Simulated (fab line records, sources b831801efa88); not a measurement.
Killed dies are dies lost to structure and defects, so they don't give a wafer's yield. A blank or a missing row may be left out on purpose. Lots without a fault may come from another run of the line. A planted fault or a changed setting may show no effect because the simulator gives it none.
Which tool did it? | flow gf180mcu | 24 lots, 72 wafers sampled, at 2 steps of a route of 602

WHAT THE GAUGES READ, wafer by wafer
GF_MVSD_TW_MEAS_11. Usual: MVSD_TW 1585, standard deviation 7.3.
lot  | measured     | on            | MVSD_TW        | flag
L074 | day 4 16:34  | film_metro-03 | 1577 1583 1572 |
L075 | day 4 20:24  | film_metro-03 | 1590 1586 1589 |
L076 | day 5 00:21  | film_metro-04 | 1581 1588 1576 |
L078 | day 5 09:34  | film_metro-04 | 1578 1574 1581 |
L077 | day 5 11:10  | film_metro-03 | 1585 1599 1597 |
L079 | day 5 17:16  | film_metro-04 | 1586 1579 1582 |
L080 | day 5 21:59  | film_metro-01 | 1587 1587 1590 |
L081 | day 6 05:59  | film_metro-01 | 1582 1579 1582 |
L082 | day 6 07:41  | film_metro-01 | 1596 1585 1588 |
L083 | day 6 15:39  | film_metro-04 | 1580 1585 1590 |
L084 | day 6 22:02  | film_metro-03 | 1592 1594 1585 |
L085 | day 7 02:22  | film_metro-03 | 1592 1598 1587 |
L086 | day 7 09:52  | film_metro-01 | 1590 1587 1585 |
L087 | day 7 14:06  | film_metro-04 | 1573 1579 1578 |
L088 | day 7 19:52  | film_metro-01 | 1591 1592 1591 |
L089 | day 8 03:11  | film_metro-01 | 1584 1588 1588 |
L090 | day 8 10:18  | film_metro-04 | 1586 1594 1596 |
L091 | day 8 14:35  | film_metro-01 | 1591 1586 1580 |
L092 | day 8 19:54  | film_metro-03 | 1580 1589 1589 |
L093 | day 9 03:18  | film_metro-03 | 1591 1589 1584 |
L094 | day 9 04:37  | film_metro-04 | 1581 1570 1573 |
L095 | day 9 10:09  | film_metro-01 | 1589 1579 1584 |
L096 | day 9 18:08  | film_metro-04 | 1571 1577 1576 |
L097 | day 10 00:12 | film_metro-04 | 1575 1574 1577 |

GF_V1_BOW_MEAS_05. Usual: V1_BOW 83 um, standard deviation 7.3.
lot  | measured     | on            | V1_BOW (um) | flag
L074 | day 17 09:59 | film_metro-03 | 74 84 74    |
L075 | day 17 19:52 | film_metro-01 | 95 87 81    |
L076 | day 18 00:28 | film_metro-02 | 75 78 77    |
L078 | day 18 15:20 | film_metro-02 | 85 74 85    |
L077 | day 18 18:14 | film_metro-01 | 83 71 86    |
L079 | day 19 02:36 | film_metro-01 | 85 80 80    |
L080 | day 19 12:24 | film_metro-02 | 72 68 72    |
L081 | day 19 22:25 | film_metro-01 | 77 85 78    |
L082 | day 20 00:05 | film_metro-03 | 78 77 83    |
L083 | day 20 13:10 | film_metro-02 | 77 80 75    |
L084 | day 20 22:32 | film_metro-03 | 74 77 79    |
L085 | day 21 08:13 | film_metro-03 | 92 72 67    |
L086 | day 21 17:13 | film_metro-01 | 90 86 90    |
L087 | day 21 22:51 | film_metro-03 | 83 69 86    |
L088 | day 22 10:40 | film_metro-03 | 91 92 88    |
L089 | day 22 20:50 | film_metro-01 | 83 88 91    |
L090 | day 23 01:56 | film_metro-01 | 97 82 100   |
L091 | day 23 09:39 | film_metro-02 | 76 70 79    |
L092 | day 23 18:43 | film_metro-03 | 84 73 86    |
L093 | day 24 03:05 | film_metro-03 | 91 73 83    |
L094 | day 24 06:03 | film_metro-02 | 71 72 85    |
L095 | day 24 12:59 | film_metro-03 | 89 90 75    |
L096 | day 24 21:14 | film_metro-01 | 86 90 98    |
L097 | day 25 06:33 | film_metro-02 | 81 81 78    |

WHICH TOOL RAN EACH LOT (tool, then ch and the chambers of the sampled wafers, then the start)
The record holds no process step before these readings.

WHAT THE TOOLS THEMSELVES READ (means of the sampled wafers that have a number; where no wafer has one, the mark that the record gives instead)
The record holds no such reading with a usual standard deviation.

THE ANSWER, worked out from the rows above alone
Rule: a lot is off if the mean of its wafers that have a number lies more than 3 standard deviations from the usual mean. A lot without any number at a reading at which 4 lots or more have one is off too. The other lots that the step has rows for count as sound. The gauges are gone through in route order, then the tools' own readings, and for those a lot's mean is taken as printed above. The first step at which some lot is off is used, and at that step the reading that is off furthest; a lot without a number counts as furthest.
No lot is off at any reading shown: from this, nothing can be told.

WHAT THE SIMULATOR HAD PUT IN
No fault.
